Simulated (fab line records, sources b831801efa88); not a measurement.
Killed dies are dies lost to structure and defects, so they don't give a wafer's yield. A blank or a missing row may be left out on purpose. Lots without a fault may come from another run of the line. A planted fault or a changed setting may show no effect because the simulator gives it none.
Which tool did it? | flow sky130 | 6 lots, 18 wafers sampled, at 3 steps of a route of 708

WHAT THE GAUGES READ, wafer by wafer
SKY_SD_P_CD_MEAS_07: target cd 380 nm.
lot  | measured     | on        | cd_nm (nm)
L868 | day 25 15:56 | cd_sem-02 | 377.0 377.7 378.2
L870 | day 26 16:19 | cd_sem-01 | 374.2 377.7 377.8
L873 | day 27 13:24 | cd_sem-02 | 381.2 380.5 380.1
L876 | day 28 20:21 | cd_sem-01 | 384.4 386.9 383.3
L878 | day 29 17:13 | cd_sem-02 | 382.2 385.5 382.7
L884 | day 31 09:34 | cd_sem-02 | 304.0 301.8 301.7 304.3 302.0 301.6

WHICH TOOL RAN EACH LOT (tool, then ch and the chambers of the sampled wafers, then the start)
lot  | SKY_POLY_GATE_ETCH_16              | SKY_SD_P_EXPOSE_04
L868 | rie_diel-04 ch 2,3, day 16 14:40   | iline_stepper-01 ch 0, day 25 01:36
L870 | rie_diel-04 ch 1,3, day 17 15:56   | iline_stepper-02 ch 0, day 26 02:09
L873 | rie_diel-02 ch 0,2, day 18 12:34   | iline_stepper-01 ch 0, day 26 23:30
L876 | rie_diel-04 ch 2,3, day 19 21:47   | iline_stepper-01 ch 0, day 28 06:31
L878 | rie_diel-03 ch 1,2,3, day 20 20:14 | iline_stepper-01 ch 0, day 29 02:55
L884 | rie_diel-02 ch 1,2,3, day 22 18:23 | iline_stepper-02 ch 0, day 30 20:05
- SKY_POLY_GATE_ETCH_16: etches Si3N4 in CH3F/O2, stops on poly-Si, time 147.5 s, target depth 75 nm.
- SKY_SD_P_EXPOSE_04: exposes mask PSDM, target cd 380 nm.

THE ANSWER, worked out from the rows above alone
Rule: what is usual is taken from the lots themselves. Put in order of their means at a reading, lots are off if they are a third of the lots or fewer, leave a main group of 4 or more, and stand apart from it by a gap of 3 or more times the standard deviation of the main group's means; of several such gaps the widest counts. A main group whose means are all the same, to the digits that the tables above print for the reading, isn't used. A lot without any number at a reading at which 4 lots or more have one is off too. The other lots that the step has rows for count as sound.
Off: L884, at SKY_SD_P_CD_MEAS_07 (cd_nm). The main group: mean 380.6 nm, standard deviation 3.2.
A tool fits if, at a process step before that reading, it ran every lot that is off, and no sound lot after the first of them. The gauges at SKY_SD_P_CD_MEAS_07 are tried like those tools. Can't be told from this: 3 tools fit, rie_diel-02 at SKY_POLY_GATE_ETCH_16, iline_stepper-02 at SKY_SD_P_EXPOSE_04, cd_sem-02 at SKY_SD_P_CD_MEAS_07.

WHAT THE SIMULATOR HAD PUT IN
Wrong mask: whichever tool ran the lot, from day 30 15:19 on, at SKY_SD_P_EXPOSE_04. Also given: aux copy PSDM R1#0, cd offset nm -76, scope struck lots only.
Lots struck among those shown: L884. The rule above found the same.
